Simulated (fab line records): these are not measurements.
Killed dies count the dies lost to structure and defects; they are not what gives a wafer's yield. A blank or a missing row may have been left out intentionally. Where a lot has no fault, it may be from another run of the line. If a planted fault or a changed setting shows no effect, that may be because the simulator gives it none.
Split-lot experiment | flow sfq-line | 23 wafers read from 5 lots, route of 325 steps

THE SPLIT ITSELF
At SFQ_TRILAYER_L0_VIA_LITHO_PEB_016 (peb time 60 s), the setting peb-temp-c was moved away from the recipe's 115 C on 10 of the 23 wafers read, by -2.3% to +2.8%. The other wafers ran this setting at the recipe's value.

FROM SPLIT TO READING: 1 step shown by the file between the two
- SFQ_TRILAYER_L0_VIA_LITHO_DEVELOP_015: time 60 s

THE READING
L0V.cd-nm (the simulator's own value, which no gauge read), in nm, at SFQ_TRILAYER_L0_VIA_BARC_OPEN_VIA_ETCH_021 (etches BARC in O2, target depth 125 nm, time 41.7 s). The file gives no usual value for it. Here, 13 wafers ran the recipe; their average is 700.3 nm with a standard deviation of 1.1 nm.

wafer  | tool, chamber at the split | peb-temp-c as run, C | against the recipe | L0V.cd-nm, nm | against lot-mates on the recipe
L075.1 | litho-track-03, 0          | 115                  | recipe             | 699.5         | -
L075.2 | litho-track-03, 0          | 116.6                | +1.4%              | 727.3         | +27.2
L075.3 | litho-track-03, 0          | 116.6                | +1.4%              | 727           | +26.9
L075.5 | litho-track-03, 0          | 115                  | recipe             | 700.7         | -
L075.6 | litho-track-03, 0          | 115                  | recipe             | 700.1         | -
L077.1 | litho-track-01, 0          | 116.1                | +1.0%              | 718.6         | +18.5
L077.3 | litho-track-01, 0          | 116.1                | +1.0%              | 718.8         | +18.6
L077.4 | litho-track-01, 0          | 115                  | recipe             | 700.4         | -
L077.5 | litho-track-01, 0          | 116.1                | +1.0%              | 717.5         | +17.4
L077.6 | litho-track-01, 0          | 115                  | recipe             | 699.9         | -
L078.1 | litho-track-01, 0          | 115                  | recipe             | 701.2         | -
L078.5 | litho-track-01, 0          | 115                  | recipe             | 700.1         | -
L078.6 | litho-track-01, 0          | 115                  | recipe             | 703.5         | -
L079.2 | litho-track-01, 0          | 115                  | recipe             | 699.2         | -
L079.3 | litho-track-01, 0          | 115                  | recipe             | 700.3         | -
L079.4 | litho-track-01, 0          | 115                  | recipe             | 700.4         | -
L079.5 | litho-track-01, 0          | 112.3                | -2.3%              | 645.1         | -54.9
L079.6 | litho-track-01, 0          | 112.3                | -2.3%              | 645.8         | -54.2
L080.1 | litho-track-04, 0          | 118.2                | +2.8%              | 751.3         | +51.8
L080.2 | litho-track-04, 0          | 118.2                | +2.8%              | 751           | +51.5
L080.3 | litho-track-04, 0          | 115                  | recipe             | 700.1         | -
L080.4 | litho-track-04, 0          | 118.2                | +2.8%              | 751.2         | +51.7
L080.5 | litho-track-04, 0          | 115                  | recipe             | 698.9         | -

THE FIT
A straight line over all 23 wafers: L0V.cd-nm changes by +20.1 nm for each +1% of peb-temp-c; r = +0.99; the points scatter about the line by 2.8 nm.
The same after taking each lot's own level away (the mean of its wafers on the recipe; 23 wafers): +20.3 nm for each +1%; r = +1.00; scatter 2.5 nm.
Per that fit: largest peb-temp-c move, reading shift of 56 nm.
Across the lots, their own levels run from 699.50 to 701.60 nm, a range of 1.9 times the standard deviation given above.
The two slopes agree, so the slope changes little with the lot-to-lot level.
Check: for one of the wafers moved furthest among these (+2.8%), held out of the fit, the line's prediction against its lot-mates is +55.7 nm. Against them it came out at +51.8 nm.

THE OTHER SPLITS THESE WAFERS WENT THROUGH
Other splits were also applied to these wafers ahead of the reading. Each is held against what the fit with the lots' levels taken away leaves over:
other split on the same wafers           | wafers away from the commonest value | r with L0V.cd-nm (lot level and that fit taken away)
SFQ_TRILAYER_L0_LITHO_COAT_005 spin-rpm  | 7                                    | -0.12
SFQ_TRILAYER_L0_LITHO_PEB_008 peb-time-s | 8                                    | -0.09
SFQ_TRILAYER_L0_CAP_PECVD_011 time-s     | 8                                    | -0.04

FILE'S OWN FIT
L0V.cd-nm changes by +20.3 nm for each +1% of peb-temp-c, r = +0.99.
